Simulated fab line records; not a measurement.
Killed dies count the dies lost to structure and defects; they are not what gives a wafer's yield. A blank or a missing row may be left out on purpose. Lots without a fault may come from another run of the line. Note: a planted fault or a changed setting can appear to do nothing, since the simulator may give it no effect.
The tool behind it: which one?    flow gf180mcu    6 lots, 18 wafers sampled, at 3 steps of a route of 602

## WHAT THE GAUGES SHOWED, per wafer
GF_HV_LDD_TW_MEAS_50.
lot   measured      on            HV_LDD_4_TW
L866  day 12 12:14  filmMetro-03  579 580 579
L869  day 13 14:23  filmMetro-03  577 580 578
L871  day 14 08:01  filmMetro-02  573 569 572
L873  day 15 02:54  filmMetro-02  576 573 573
L877  day 16 11:55  filmMetro-04  570 571 573
L887  day 19 22:43  filmMetro-04  973 976 968 977 973 972

## WHAT TOOL EACH LOT RAN ON (gives the tool, then ch and the chambers of the sampled wafers, and finally the start)
lot   GF_POLY_GATE_ETCH_13             GF_HV_LDD_IMPLANT_48
L866  rieSi-01 ch 0,1,2, day 9 09:19   implanter-01 ch 0, day 12 12:02
L869  rieSi-02 ch 1,2,3, day 10 07:20  implanter-04 ch 0, day 13 14:09
L871  rieSi-01 ch 0,1, day 10 21:14    implanter-04 ch 0, day 14 07:47
L873  rieSi-02 ch 0,2,3, day 11 14:38  implanter-01 ch 0, day 15 02:39
L877  rieSi-02 ch 0,1,3, day 12 20:38  implanter-02 ch 0, day 16 11:41
L887  rieSi-02 ch 0,1,3, day 15 20:31  implanter-01 ch 0, day 19 22:29
- GF_POLY_GATE_ETCH_13: etches poly-Si in HBr/Cl2, stops on SiO2, target depth 198.5 nm, time 69.6 s.
- GF_HV_LDD_IMPLANT_48

## THE ANSWER, worked out from the rows above alone
Rule: what is usual is taken from the lots themselves. Put in order of their means at a reading, lots are off if they are a third of the lots or fewer, leave a main group of 4 or more, and stand apart from it by a gap of 3 or more times the standard deviation of the main group's means; of several such gaps the widest counts. A main group is skipped when, at the precision printed for the reading in the tables above, its means are all equal. Also off: a lot with no number at a reading for which 4 or more lots have one. All remaining lots with rows at the step are treated as sound.
Off: L887, seen at GF_HV_LDD_TW_MEAS_50 (HV_LDD_4_TW). Mean 575 and standard deviation 3.4 in the main group.
If a tool, at a process step before that reading, ran all the lots that are off and no sound lot after the first of them, it fits. The gauges at GF_HV_LDD_TW_MEAS_50 are tried like those tools. Can't be told from this: 3 tools fit, rieSi-02 at GF_POLY_GATE_ETCH_13, implanter-01 at GF_HV_LDD_IMPLANT_48, filmMetro-04 at GF_HV_LDD_TW_MEAS_50.

## WHAT THE SIMULATOR PUT IN
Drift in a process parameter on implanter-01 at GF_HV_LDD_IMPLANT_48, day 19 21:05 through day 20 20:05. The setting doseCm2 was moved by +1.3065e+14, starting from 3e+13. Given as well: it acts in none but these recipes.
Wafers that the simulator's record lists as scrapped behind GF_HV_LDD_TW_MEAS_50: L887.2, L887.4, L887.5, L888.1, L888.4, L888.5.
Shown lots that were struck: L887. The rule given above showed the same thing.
